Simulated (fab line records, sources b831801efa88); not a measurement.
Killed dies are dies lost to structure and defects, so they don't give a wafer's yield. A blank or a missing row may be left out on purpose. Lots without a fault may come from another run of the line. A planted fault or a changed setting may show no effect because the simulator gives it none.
A struck lot beside a sound one | flow gf180mcu | 14 steps out of a route of 602
Sound: wafers L975.1, L975.4, L975.6. Struck: wafers L968.1, L968.2, L968.4. The cause comes at the end.
At each step with rows: each side's tool, then ch and its chambers, then its first start. Under that, the readings that differ: sound wafers | struck wafers | difference of the means | sigmas: that difference in standard deviations of wafers without a fault.
alike: readings whose means differ by less than 2 such deviations, and words and numbers that are the same on both sides. not compared: withheld readings, readings that some wafer has no value for, bounds like >300 that may hide the same value, and numbers for which the record gives no deviation and whose values overlap.
The two part at a step that has a row with sigmas, a row that says differs or no value, or rows on one side only. Numbers that don't overlap but have no deviation are shown without sigmas and don't part them. A reading that every wafer of one side lacks parts them only if that side has two wafers or more.

GF_V5_THK_MEAS_01:
  sound on film_metro-03, day 32 17:53; struck on film_metro-02, day 30 22:29
  alike: V5_CVD_00_THK
GF_V5_CVD_02: deposits SiO2 from TEOS, target thk 1450 nm, time 163.28 s.
  sound on pecvd-04 ch 0,2, day 32 17:56; struck on pecvd-02 ch 0,1, day 30 22:33
  alike: heater_power_w
GF_V5_THK_MEAS_03:
  sound on film_metro-02, day 32 18:03; struck on film_metro-04, day 30 22:40
  alike: V5_CVD_02_THK
GF_V5_CMP_04: polishes SiO2.
  sound on cmp-02 ch 0,1,3, day 32 18:13; struck on cmp-01 ch 0,2,3, day 30 22:50
  alike: motor_current_A, platen_rpm
GF_V5_BOW_MEAS_05:
  sound on film_metro-04, day 32 18:25; struck on film_metro-04, day 30 23:06
  alike: V5_BOW
then, 7 steps without rows for these wafers: GF_V5_DEHYDRATE_06 (time 60 s); GF_V5_HMDS_07 (prime time 60 s); GF_V5_COAT_08; GF_V5_COAT_09 (resist thk 1000 nm); GF_V5_SOFTBAKE_10 (time 60 s); GF_V5_EXPOSE_11 (exposes mask Via5, target cd 260 nm); GF_V5_PEB_12 (peb time 90 s).
GF_V5_DEVELOP_13: develop time 60 s.
  sound on litho_track-01 ch 0, day 33 10:39; struck on litho_track-04, day 31 16:44
  no value came back on the struck wafers for chill_plate_temp_C (C), develop_time_s (s); on the sound wafers chill_plate_temp_C (C) reads 22.96 22.88 22.91
  reading                             | sound             | struck            | difference | sigmas
  model.KrF_of_V5_COAT_09.thk_nm (nm) | 988.6 985.7 983.8 | 995.5 995.5 997.9 | +10.3      |
GF_V5_CD_MEAS_14: target cd 260 nm.
  sound on cd_sem-01, day 33 10:48; struck on cd_sem-01, day 31 16:53
  reading    | sound             | struck | difference                    | sigmas
  cd_nm (nm) | 259.7 259.9 259.9 | - - -  | no value on the struck wafers |

WHERE THEY PART
First at GF_V5_DEVELOP_13; last, within this record, at GF_V5_CD_MEAS_14.

WHY: what the simulator had put in
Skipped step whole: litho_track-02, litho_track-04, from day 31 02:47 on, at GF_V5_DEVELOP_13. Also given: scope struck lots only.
